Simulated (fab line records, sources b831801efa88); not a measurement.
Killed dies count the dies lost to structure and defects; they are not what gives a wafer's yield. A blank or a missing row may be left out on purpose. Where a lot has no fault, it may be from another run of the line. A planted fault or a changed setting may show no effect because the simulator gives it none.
Which tool did it?    flow gf180mcu    Sampling: 14 lots, 42 wafers, 5 of 602 route steps

## WHAT THE GAUGES READ, wafer by wafer
GF_VT_IMPLANT_TW_MEAS_43.
lot   measured      on             VT_IMPLANT_4_TW
L523  day 8 07:34   film metro-04  687 686 684
L524  day 8 17:26   film metro-03  694 690 693
L528  day 9 19:03   film metro-04  687 687 685
L529  day 10 03:28  film metro-04  688 686 688
L530  day 10 10:25  film metro-01  686 687 688
L532  day 11 01:23  film metro-03  689 698 694
L533  day 11 09:47  film metro-04  692 689 692
L534  day 11 14:44  film metro-01  690 691 695
L535  day 11 20:31  film metro-01  694 691 688
L536  day 12 03:26  film metro-01  706 709 705
L537  day 12 14:31  film metro-04  718 715 715
L544  day 14 09:11  film metro-01  683 688 683
L545  day 14 15:56  film metro-03  690 696 692
L546  day 14 21:55  film metro-03  694 691 695

GF_M3_CD_MEAS_14: target cd 280 nm.
lot   measured      on         cd nm (nm)
L523  day 23 10:35  cd sem-01  278.0 278.5 280.1
L524  day 24 00:32  cd sem-01  282.7 280.5 282.5
L528  day 25 06:55  cd sem-02  281.4 280.4 281.2
L529  day 25 12:20  cd sem-02  279.2 279.8 280.2
L530  day 25 17:43  cd sem-02  279.6 280.1 279.1
L532  day 26 13:32  cd sem-02  280.7 279.5 278.6
L533  day 26 22:14  cd sem-02  279.7 281.0 280.7
L534  day 27 04:59  cd sem-01  281.0 281.2 281.5
L535  day 27 09:26  cd sem-01  280.8 280.0 280.2
L536  day 27 15:58  cd sem-01  281.0 280.3 279.0
L537  day 28 01:44  cd sem-01  282.4 282.5 281.8
L544  day 29 20:26  cd sem-01  279.6 280.8 281.0
L545  day 30 05:01  cd sem-02  280.1 280.3 280.1
L546  day 30 09:06  cd sem-02  281.3 280.4 280.8

GF_V3_CD_MEAS_14: target cd 260 nm.
lot   measured      on         cd nm (nm)
L523  day 24 12:41  cd sem-01  260.2 259.5 260.3
L524  day 25 00:48  cd sem-02  259.4 258.7 259.7
L528  day 26 07:02  cd sem-01  259.6 259.9 259.9
L529  day 26 11:34  cd sem-01  259.2 259.2 260.0
L530  day 26 17:28  cd sem-02  261.0 261.6 261.2
L532  day 27 12:41  cd sem-02  260.9 261.0 260.9
L533  day 27 20:58  cd sem-02  260.6 261.5 260.4
L534  day 28 04:14  cd sem-01  260.9 260.9 262.1
L535  day 28 07:50  cd sem-02  261.9 260.9 261.6
L536  day 28 14:29  cd sem-02  261.7 260.2 261.5
L537  day 29 00:35  cd sem-01  258.3 259.1 258.8
L544  day 30 18:08  cd sem-01  263.1 261.8 260.8
L545  day 31 02:29  cd sem-02  261.4 260.9 259.9
L546  day 31 05:50  cd sem-02  259.7 260.2 260.1

## TOOL THAT RAN EACH LOT (tool first, then ch and the chambers of the sampled wafers, then the start)
lot   GF_VT_IMPLANT_IMPLANT_41         GF_M1_SPUTTER_02
L523  implanter-03 ch 0, day 8 07:20   pvd sputter-04, day 18 00:27
L524  implanter-04 ch 0, day 8 17:13   pvd sputter-04, day 18 13:34
L528  implanter-03 ch 0, day 9 18:48   pvd sputter-03, day 19 23:05
L529  implanter-03 ch 0, day 10 03:13  pvd sputter-03, day 20 04:01
L530  implanter-01 ch 0, day 10 10:10  pvd sputter-04, day 20 11:06
L532  implanter-04 ch 0, day 11 01:08  pvd sputter-01, day 21 09:14
L533  implanter-03 ch 0, day 11 09:33  pvd sputter-03, day 21 19:41
L534  implanter-03 ch 0, day 11 14:29  pvd sputter-01, day 22 00:44
L535  implanter-04 ch 0, day 11 20:16  pvd sputter-03, day 22 07:20
L536  implanter-03 ch 0, day 12 03:12  pvd sputter-04, day 22 15:54
L537  implanter-03 ch 0, day 12 14:16  pvd sputter-01, day 23 02:47
L544  implanter-04 ch 0, day 14 08:56  pvd sputter-03, day 25 02:26
L545  implanter-01 ch 0, day 14 15:41  pvd sputter-04, day 25 11:17
L546  implanter-04 ch 0, day 14 21:40  pvd sputter-01, day 25 16:09
- GF_VT_IMPLANT_IMPLANT_41
- GF_M1_SPUTTER_02: material AlCu, target thk 450 nm, time 23.9 s.

## WHAT THE TOOLS THEMSELVES READ (means of the sampled wafers that have a number; where no wafer has one, the mark that the record gives instead)
GF_VT_IMPLANT_IMPLANT_41.
lot   tool          beam on s (s)  faraday current uA
L523  implanter-03  9.94           5.74
L524  implanter-04  10.20          5.59
L528  implanter-03  10.08          5.66
L529  implanter-03  9.91           5.78
L530  implanter-01  9.97           5.72
L532  implanter-04  10.02          5.70
L533  implanter-03  9.82           5.77
L534  implanter-03  9.94           5.75
L535  implanter-04  9.77           5.85
L536  implanter-03  11.47          4.96
L537  implanter-03  11.21          5.10
L544  implanter-04  10.12          5.65
L545  implanter-01  9.80           5.82
L546  implanter-04  9.90           5.78

GF_M1_SPUTTER_02.
lot   tool            throttle valve pct (%)
L523  pvd sputter-04  30.0
L524  pvd sputter-04  30.6
L528  pvd sputter-03  29.7
L529  pvd sputter-03  30.4
L530  pvd sputter-04  30.2
L532  pvd sputter-01  29.6
L533  pvd sputter-03  30.1
L534  pvd sputter-01  28.9
L535  pvd sputter-03  29.9
L536  pvd sputter-04  30.3
L537  pvd sputter-01  29.7
L544  pvd sputter-03  30.1
L545  pvd sputter-04  30.6
L546  pvd sputter-01  29.7

## THE ANSWER, worked out from the rows above alone
Rule: usual is defined by the lots themselves. Put in order of their means at a reading, lots are off if they are a third of the lots or fewer, leave a main group of 4 or more, and stand apart from it by a gap of 3 or more times the standard deviation of the main group's means; of several such gaps the widest counts. A main group whose means are all the same, to the digits that the tables above print for the reading, isn't used. A lot without any number at a reading at which 4 lots or more have one is off too. Where the step has rows for the other lots, those lots are counted as sound. After the gauges, taken in route order, come the tools' own readings; for these a lot's mean is taken, as printed above. At the first step where some lot is off, the reading lying furthest off is the one used; lots without a number count as furthest.
Off: at GF_VT_IMPLANT_TW_MEAS_43 (VT_IMPLANT_4_TW), L536, L537. The main group has a mean of 690 with a standard deviation of 3.2.
If a tool, at a process step before that reading, ran all the lots that are off and no sound lot after the first of them, it fits. Not tried: the gauges at GF_VT_IMPLANT_TW_MEAS_43; whatever is off there is also off at GF_VT_IMPLANT_IMPLANT_41, on other tools, and gauge error can't account for it. One candidate fits, namely implanter-03 at GF_VT_IMPLANT_IMPLANT_41. A fault onset in the window from L534 (day 11 14:29, its last sound lot) to L536 (day 12 03:12, its first lot off) fits.
The tool's own readings at GF_VT_IMPLANT_IMPLANT_41 bear it out: on the lots that are off they differ by more than 5 times the standard deviation of the sound lots' means. beam on s reads 11.34 s there against 9.96 s on the sound lots; faraday current uA reads 5.03 there against 5.73 on the sound lots.

## WHAT WAS PUT IN BY THE SIMULATOR
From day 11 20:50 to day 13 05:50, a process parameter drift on implanter-03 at GF_VT_IMPLANT_IMPLANT_41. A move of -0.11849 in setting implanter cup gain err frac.
Lots struck among those shown: L536, L537. This agrees with what the rule above found.
